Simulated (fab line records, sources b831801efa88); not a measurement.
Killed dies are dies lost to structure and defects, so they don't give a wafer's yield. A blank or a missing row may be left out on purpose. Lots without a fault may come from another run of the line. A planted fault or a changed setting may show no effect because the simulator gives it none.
Which tool did it? | flow sky130 | 11 lots, 33 wafers sampled, at 6 steps of a route of 708

WHAT THE GAUGES READ, wafer by wafer
SKY_SD_P_TW_MEAS_11. Usual: SD_P_TW 2844, standard deviation 14.
lot  | measured     | on            | SD_P_TW        | flag
L196 | day 27 05:19 | film_metro-03 | 2837 2849 2845 |
L199 | day 28 04:11 | film_metro-01 | 2861 2837 2858 |
L202 | day 29 02:32 | film_metro-03 | 2818 2829 2821 |
L203 | day 29 10:25 | film_metro-04 | 2840 2835 2832 |
L205 | day 30 11:28 | film_metro-03 | 2833 2827 2831 |
L208 | day 31 02:17 | film_metro-04 | 2842 2841 2844 |
L209 | day 31 07:50 | film_metro-04 | 2829 2845 2842 |
L211 | day 31 23:34 | film_metro-04 | 2839 2838 2855 |
L212 | day 32 14:17 | film_metro-03 | 2830 2833 2849 |
L213 | day 32 16:44 | film_metro-01 | 2849 2845 2841 |
L215 | day 33 02:32 | film_metro-01 | 2817 2812 2815 |

SKY_SD_N_TW_MEAS_12. Usual: SD_N_TW 4000, standard deviation 23.
lot  | measured     | on            | SD_N_TW        | flag
L196 | day 29 16:36 | film_metro-03 | 4008 3972 4004 |
L199 | day 30 13:25 | film_metro-03 | 4007 3997 3967 |
L202 | day 31 10:41 | film_metro-04 | 3966 3995 4005 |
L203 | day 31 18:52 | film_metro-04 | 3981 3991 3992 |
L205 | day 32 18:49 | film_metro-04 | 3994 4031 3996 |
L208 | day 33 08:45 | film_metro-04 | 3995 3993 3984 |
L209 | day 33 12:52 | film_metro-04 | 3984 3982 3968 |
L211 | day 34 06:17 | film_metro-04 | 3990 4009 3984 |
L212 | day 34 19:57 | film_metro-03 | 4008 4041 4025 |
L213 | day 34 22:07 | film_metro-03 | 4045 4038 4026 |
L215 | day 35 08:06 | film_metro-01 | 3991 3994 4017 |

SKY_LOCAL_INTERCONNECT_RS_MEAS_01: measures by four-point-probe. Usual: LOCAL_INTERCONNECT_TIN_RS 14.15 ohm/sq, standard deviation 0.18.
lot  | measured     | on            | LOCAL_INTERCONNECT_TIN_RS (ohm/sq) | flag
L196 | day 30 22:31 | film_metro-02 | 13.92 13.87 14.05                  |
L199 | day 31 19:49 | film_metro-01 | 14.24 14.18 14.40                  |
L202 | day 32 16:59 | film_metro-01 | 14.04 14.14 16.21                  | OFF
L203 | day 33 01:55 | film_metro-01 | 16.13 14.04 14.06                  | OFF
L205 | day 33 23:57 | film_metro-01 | 14.40 13.98 14.26                  |
L208 | day 34 13:26 | film_metro-01 | 13.96 13.98 14.18                  |
L209 | day 34 17:37 | film_metro-03 | 14.17 14.01 13.94                  |
L211 | day 35 11:56 | film_metro-01 | 13.98 14.12 14.08                  |
L212 | day 36 00:59 | film_metro-02 | 14.04 14.01 14.08                  |
L213 | day 36 03:53 | film_metro-02 | 14.30 14.21 14.33                  |
L215 | day 36 13:17 | film_metro-03 | 14.29 14.08 14.15                  |

SKY_LOCAL_INTERCONNECT_THK_MEAS_02: measures by xrf. Usual: LOCAL_INTERCONNECT_TIN_THK 99.2 nm, standard deviation 1.4.
lot  | measured     | on            | LOCAL_INTERCONNECT_TIN_THK (nm) | flag
L196 | day 30 22:37 | film_metro-02 | 101.9 102.2 100.8               |
L199 | day 31 19:56 | film_metro-01 | 98.5 98.3 97.2                  |
L202 | day 32 17:05 | film_metro-01 | 99.8 99.0 86.6                  |
L203 | day 33 02:01 | film_metro-01 | 87.1 99.1 99.3                  |
L205 | day 34 00:04 | film_metro-01 | 96.8 99.7 97.7                  |
L208 | day 34 13:33 | film_metro-01 | 99.9 99.7 98.4                  |
L209 | day 34 17:44 | film_metro-03 | 98.8 99.4 99.9                  |
L211 | day 35 12:03 | film_metro-01 | 99.1 98.6 98.6                  |
L212 | day 36 01:05 | film_metro-02 | 100.8 100.6 100.4               |
L213 | day 36 04:00 | film_metro-02 | 99.5 100.0 98.9                 |
L215 | day 36 13:24 | film_metro-03 | 98.5 99.6 99.0                  |

WHICH TOOL RAN EACH LOT (tool, then ch and the chambers of the sampled wafers, then the start)
lot  | SKY_LI_CONTACT_SPUTTER_20    | SKY_LOCAL_INTERCONNECT_SPUTTER_00
L196 | pvd_sputter-01, day 30 21:37 | pvd_sputter-04, day 30 22:25
L199 | pvd_sputter-01, day 31 18:55 | pvd_sputter-02, day 31 19:44
L202 | pvd_sputter-01, day 32 15:48 | pvd_sputter-04, day 32 16:53
L203 | pvd_sputter-02, day 33 00:59 | pvd_sputter-04, day 33 01:50
L205 | pvd_sputter-01, day 33 23:12 | pvd_sputter-03, day 33 23:52
L208 | pvd_sputter-01, day 34 12:42 | pvd_sputter-02, day 34 13:22
L209 | pvd_sputter-03, day 34 16:53 | pvd_sputter-02, day 34 17:34
L211 | pvd_sputter-02, day 35 11:11 | pvd_sputter-04, day 35 11:52
L212 | pvd_sputter-01, day 36 00:12 | pvd_sputter-04, day 36 00:52
L213 | pvd_sputter-03, day 36 03:09 | pvd_sputter-04, day 36 03:49
L215 | pvd_sputter-02, day 36 12:33 | pvd_sputter-03, day 36 13:13
- SKY_LI_CONTACT_SPUTTER_20: material TiN, target thk 20 nm, time 80 s.
- SKY_LOCAL_INTERCONNECT_SPUTTER_00: material TiN, target thk 100 nm, time 83.3 s.

WHAT THE TOOLS THEMSELVES READ (means of the sampled wafers that have a number; where no wafer has one, the mark that the record gives instead)
SKY_LI_CONTACT_SPUTTER_20. Usual: throttle_valve_pct 30.1 %, standard deviation 0.93.
lot  | tool           | throttle_valve_pct (%) | flag
L196 | pvd_sputter-01 | 29.8                   |
L199 | pvd_sputter-01 | 30.3                   |
L202 | pvd_sputter-01 | 30.7                   |
L203 | pvd_sputter-02 | 28.4                   |
L205 | pvd_sputter-01 | 30.4                   |
L208 | pvd_sputter-01 | 30.3                   |
L209 | pvd_sputter-03 | 30.2                   |
L211 | pvd_sputter-02 | 28.8                   |
L212 | pvd_sputter-01 | 30.2                   |
L213 | pvd_sputter-03 | 30.2                   |
L215 | pvd_sputter-02 | 29.3                   |

SKY_LOCAL_INTERCONNECT_SPUTTER_00. Usual: susceptor_temp_C 300.02 C, standard deviation 0.18; throttle_valve_pct 29.5 %, standard deviation 0.95.
lot  | tool           | susceptor_temp_C (C) | throttle_valve_pct (%) | flag
L196 | pvd_sputter-04 | 299.97               | 29.1                   |
L199 | pvd_sputter-02 | 299.91               | 28.6                   |
L202 | pvd_sputter-04 | 299.85               | 29.7                   |
L203 | pvd_sputter-04 | 299.68               | 30.1                   |
L205 | pvd_sputter-03 | 300.01               | 30.0                   |
L208 | pvd_sputter-02 | 299.98               | 29.1                   |
L209 | pvd_sputter-02 | 300.09               | 29.3                   |
L211 | pvd_sputter-04 | 299.94               | 30.1                   |
L212 | pvd_sputter-04 | 300.04               | 30.1                   |
L213 | pvd_sputter-04 | 300.12               | 29.4                   |
L215 | pvd_sputter-03 | 300.07               | 30.0                   |

THE ANSWER, worked out from the rows above alone
Rule: a lot is off if the mean of its wafers that have a number lies more than 3 standard deviations from the usual mean. A lot without any number at a reading at which 4 lots or more have one is off too. The other lots that the step has rows for count as sound. The gauges are gone through in route order, then the tools' own readings, and for those a lot's mean is taken as printed above. The first step at which some lot is off is used, and at that step the reading that is off furthest; a lot without a number counts as furthest.
Off: L202, L203, at SKY_LOCAL_INTERCONNECT_RS_MEAS_01 (LOCAL_INTERCONNECT_TIN_RS).
A tool fits if, at a process step before that reading, it ran every lot that is off, and no sound lot after the first of them. The gauges at SKY_LOCAL_INTERCONNECT_RS_MEAS_01 are tried like those tools. None of those tried fits.

WHAT THE SIMULATOR HAD PUT IN
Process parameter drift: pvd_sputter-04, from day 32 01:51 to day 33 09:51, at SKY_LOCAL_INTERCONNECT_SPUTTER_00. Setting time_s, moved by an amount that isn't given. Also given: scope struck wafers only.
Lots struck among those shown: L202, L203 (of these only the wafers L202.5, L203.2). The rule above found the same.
